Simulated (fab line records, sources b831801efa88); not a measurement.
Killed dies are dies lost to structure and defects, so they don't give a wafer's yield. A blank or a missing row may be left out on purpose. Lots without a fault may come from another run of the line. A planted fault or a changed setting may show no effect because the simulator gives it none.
A struck lot beside a sound one | flow sky130 | 18 steps out of a route of 708
Sound: wafers L428.2, L428.3, L428.6. Struck: wafers L434.2, L434.3, L434.6. The cause comes at the end.
At each step with rows: each side's tool, then ch and its chambers, then its first start. Under that, the readings that differ: sound wafers | struck wafers | difference of the means | sigmas: that difference in standard deviations of wafers without a fault.
alike: readings whose means differ by less than 2 such deviations, and words and numbers that are the same on both sides. not compared: withheld readings, readings that some wafer has no value for, bounds like >300 that may hide the same value, and numbers for which the record gives no deviation and whose values overlap.
The two part at a step that has a row with sigmas, a row that says differs or no value, or rows on one side only. Numbers that don't overlap but have no deviation are shown without sigmas and don't part them. A reading that every wafer of one side lacks parts them only if that side has two wafers or more.

first, 4 steps without rows for these wafers: SKY_VT_ADJUST_PCH_SOFTBAKE_03; SKY_VT_ADJUST_PCH_EXPOSE_04 (exposes mask NWM, target cd 840 nm); SKY_VT_ADJUST_PCH_PEB_05; SKY_VT_ADJUST_PCH_DEVELOP_06 (develop time 60 s).
SKY_VT_ADJUST_PCH_OVL_MEAS_07:
  sound on overlay-02, day 14 01:50; struck on overlay-01, day 15 21:26
  reading                | sound       | struck       | difference | sigmas
  VT_ADJUST_PCH_OVL (nm) | 2.7 1.5 3.0 | 0.2 0.0 -1.0 | -2.7       | -2
then, 1 step without rows for these wafers: SKY_VT_ADJUST_PCH_IMPLANT_08.
SKY_VT_ADJUST_PCH_STRIP_09: strips in O2/N2.
  sound on plasma_asher-03 ch 0,1, day 14 02:01; struck on plasma_asher-02 ch 0, day 15 21:37
  alike: drypump_motor_current_A, oes_product_au, strip_time_to_endpoint_s
  not compared: rf_hours_counter_h
SKY_VT_ADJUST_PCH_TW_MEAS_10:
  sound on film_metro-01, day 14 02:07; struck on film_metro-04, day 15 21:43
  alike: VT_ADJUST_PCH_TW
then, 4 steps without rows for these wafers: SKY_SONOS_TUNNEL_DEHYDRATE_00 (time 60 s); SKY_SONOS_TUNNEL_HMDS_01 (prime time 60 s); SKY_SONOS_TUNNEL_COAT_02 (resist thk 1140 nm); SKY_SONOS_TUNNEL_SOFTBAKE_03 (time 60 s).
SKY_SONOS_TUNNEL_EXPOSE_04: exposes mask TUNM, target cd 410 nm.
  sound on iline_stepper-02 ch 0, day 14 15:17; struck on iline_stepper-02 ch 0, day 16 11:46
  reading              | sound                | struck               | difference | sigmas
  exposure_dose_mJ_cm2 | 136.15 135.96 135.83 | 127.91 127.86 127.83 | -8.11      | -68
  alike: mask
then, 2 steps without rows for these wafers: SKY_SONOS_TUNNEL_PEB_05; SKY_SONOS_TUNNEL_DEVELOP_06 (develop time 60 s).
SKY_SONOS_TUNNEL_CD_MEAS_07: target cd 410 nm.
  sound on cd_sem-01, day 15 04:10; struck on cd_sem-02, day 17 02:24
  reading    | sound             | struck            | difference | sigmas
  cd_nm (nm) | 404.6 404.6 404.0 | 392.8 391.8 395.0 | -11.2      | -4
SKY_SONOS_TUNNEL_OVL_MEAS_08:
  sound on overlay-01, day 15 04:16; struck on overlay-01, day 17 02:31
  alike: SONOS_TUNNEL_OVL
then, 1 step without rows for these wafers: SKY_PAD_OPEN_PROBE_99.

WHERE THEY PART
First at SKY_VT_ADJUST_PCH_OVL_MEAS_07; last, within this record, at SKY_SONOS_TUNNEL_CD_MEAS_07. Later steps at which nothing parts them and some readings are alike: SKY_SONOS_TUNNEL_OVL_MEAS_08.

WHY: what the simulator had put in
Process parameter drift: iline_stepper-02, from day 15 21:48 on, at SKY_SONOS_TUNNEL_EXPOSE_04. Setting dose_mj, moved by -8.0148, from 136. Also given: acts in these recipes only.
